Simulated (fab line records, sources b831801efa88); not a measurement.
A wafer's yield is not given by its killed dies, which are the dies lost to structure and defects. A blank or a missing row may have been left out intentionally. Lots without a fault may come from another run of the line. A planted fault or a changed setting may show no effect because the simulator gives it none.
Matching of chambers :: flow sky130 :: SKY_VIA2_CMP_24 on cmp-02: 4 sister chambers
The step polishes, stops on SiO2, t overpolish 20 s, target thk 0 nm. 20 wafers are shown with their chamber, then 10 later ones without.

== WAFERS, EACH WITH ITS CHAMBER ==
wafer: L076.1
chamber: 1
motor-current-A (A): 10.8
retaining-ring-pressure-frac: 0.997
overpolish-run-s (s): 20.012

wafer: L076.5
chamber: 1
motor-current-A (A): 10.7
retaining-ring-pressure-frac: 0.992
overpolish-run-s (s): 19.993

wafer: L076.6
chamber: 0
motor-current-A (A): 9.0
retaining-ring-pressure-frac: 1.004
overpolish-run-s (s): 19.985

wafer: L077.1
chamber: 1
motor-current-A (A): 10.7
retaining-ring-pressure-frac: 0.995
overpolish-run-s (s): 19.989

wafer: L077.2
chamber: 0
motor-current-A (A): 8.9
retaining-ring-pressure-frac: 1.005
overpolish-run-s (s): 19.998

wafer: L077.5
chamber: 0
motor-current-A (A): 9.2
retaining-ring-pressure-frac: 1.001
overpolish-run-s (s): 19.978

wafer: L079.1
chamber: 1
motor-current-A (A): 11.1
retaining-ring-pressure-frac: 1.001
overpolish-run-s (s): 20.006

wafer: L079.3
chamber: 0
motor-current-A (A): 9.0
retaining-ring-pressure-frac: 0.997
overpolish-run-s (s): 20.012

wafer: L079.4
chamber: 2
motor-current-A (A): 11.5
retaining-ring-pressure-frac: 1.001
overpolish-run-s (s): 19.994

wafer: L081.2
chamber: 0
motor-current-A (A): 9.1
retaining-ring-pressure-frac: 0.999
overpolish-run-s (s): 19.990

wafer: L081.4
chamber: 3
motor-current-A (A): 12.6
retaining-ring-pressure-frac: 1.003
overpolish-run-s (s): 20.001

wafer: L081.5
chamber: 0
motor-current-A (A): 9.7
retaining-ring-pressure-frac: 1.000
overpolish-run-s (s): 19.995

wafer: L083.2
chamber: 1
motor-current-A (A): 10.7
retaining-ring-pressure-frac: 0.992
overpolish-run-s (s): 19.997

wafer: L083.4
chamber: 3
motor-current-A (A): 12.2
retaining-ring-pressure-frac: 1.007
overpolish-run-s (s): 20.003

wafer: L083.6
chamber: 1
motor-current-A (A): 10.5
retaining-ring-pressure-frac: 0.993
overpolish-run-s (s): 19.989

wafer: L086.1
chamber: 0
motor-current-A (A): 9.1
retaining-ring-pressure-frac: 0.998
overpolish-run-s (s): 19.988

wafer: L086.3
chamber: 2
motor-current-A (A): 10.5
retaining-ring-pressure-frac: 1.003
overpolish-run-s (s): 19.997

wafer: L086.5
chamber: 1
motor-current-A (A): 10.5
retaining-ring-pressure-frac: 0.996
overpolish-run-s (s): 20.008

wafer: L084.4
chamber: 3
motor-current-A (A): 11.8
retaining-ring-pressure-frac: 0.996
overpolish-run-s (s): 20.012

wafer: L084.5
chamber: 2
motor-current-A (A): 11.5
retaining-ring-pressure-frac: 0.998
overpolish-run-s (s): 19.992

SIGNATURES (means of the wafers above)
reading: motor-current-A
chamber 0: 9.143
chamber 1: 10.714
chamber 2: 11.167
chamber 3: 12.200
scatter within a chamber: 0.321

reading: retaining-ring-pressure-frac
chamber 0: 1.00057
chamber 1: 0.99514
chamber 2: 1.00067
chamber 3: 1.00200
scatter within a chamber: 0.00346

reading: overpolish-run-s
chamber 0: 19.99229
chamber 1: 19.99914
chamber 2: 19.99433
chamber 3: 20.00533
scatter within a chamber: 0.00912
Rule: for each reading, subtract the chamber's mean from the wafer's reading, divide by that reading's scatter and square the result; add these up over the readings and take the root, which gives the wafer's distance from the chamber. The wafer belongs to the nearest chamber; if the next one is less than 2 further off, it can't be placed. The scatter is the square root of a quotient: the sum, over the shown wafers, of each reading's squared deviation from its chamber's mean, divided by wafers minus chambers.

== WAFERS MISSING THEIR CHAMBER ==
wafer: L084.6
motor-current-A (A): 12.4
retaining-ring-pressure-frac: 0.997
overpolish-run-s (s): 20.009

wafer: L087.1
motor-current-A (A): 10.5
retaining-ring-pressure-frac: 0.998
overpolish-run-s (s): 20.005

wafer: L087.2
motor-current-A (A): 11.0
retaining-ring-pressure-frac: 0.996
overpolish-run-s (s): 20.007

wafer: L087.4
motor-current-A (A): 9.4
retaining-ring-pressure-frac: 1.000
overpolish-run-s (s): 20.001

wafer: L095.1
motor-current-A (A): 11.0
retaining-ring-pressure-frac: 1.000
overpolish-run-s (s): 20.021

wafer: L095.2
motor-current-A (A): 11.1
retaining-ring-pressure-frac: 1.006
overpolish-run-s (s): 20.011

wafer: L095.3
motor-current-A (A): 12.3
retaining-ring-pressure-frac: 1.003
overpolish-run-s (s): 19.999

wafer: L096.2
motor-current-A (A): 9.5
retaining-ring-pressure-frac: 0.996
overpolish-run-s (s): 19.999

wafer: L096.3
motor-current-A (A): 12.3
retaining-ring-pressure-frac: 0.993
overpolish-run-s (s): 20.006

wafer: L096.4
motor-current-A (A): 10.6
retaining-ring-pressure-frac: 0.996
overpolish-run-s (s): 20.017

== WHICH CHAMBER EACH ONE RAN IN ==
wafer: L084.6
from the rows above: 3
in truth: 3

wafer: L087.1
from the rows above: can't be placed: 1 or 2
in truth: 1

wafer: L087.2
from the rows above: can't be placed: 1 or 2
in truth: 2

wafer: L087.4
from the rows above: 0
in truth: 0

wafer: L095.1
from the rows above: can't be placed: 1 or 2 or 3
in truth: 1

wafer: L095.2
from the rows above: can't be placed: 2 or 1 or 3
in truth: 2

wafer: L095.3
from the rows above: 3
in truth: 3

wafer: L096.2
from the rows above: can't be placed: 0 or 1
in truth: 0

wafer: L096.3
from the rows above: can't be placed: 3 or 2
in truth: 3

wafer: L096.4
from the rows above: can't be placed: 1 or 2
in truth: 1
3 of 10 placed correctly. These rows do not allow placing 7 (true chamber among the candidates in 7). Placed wrongly: 0.
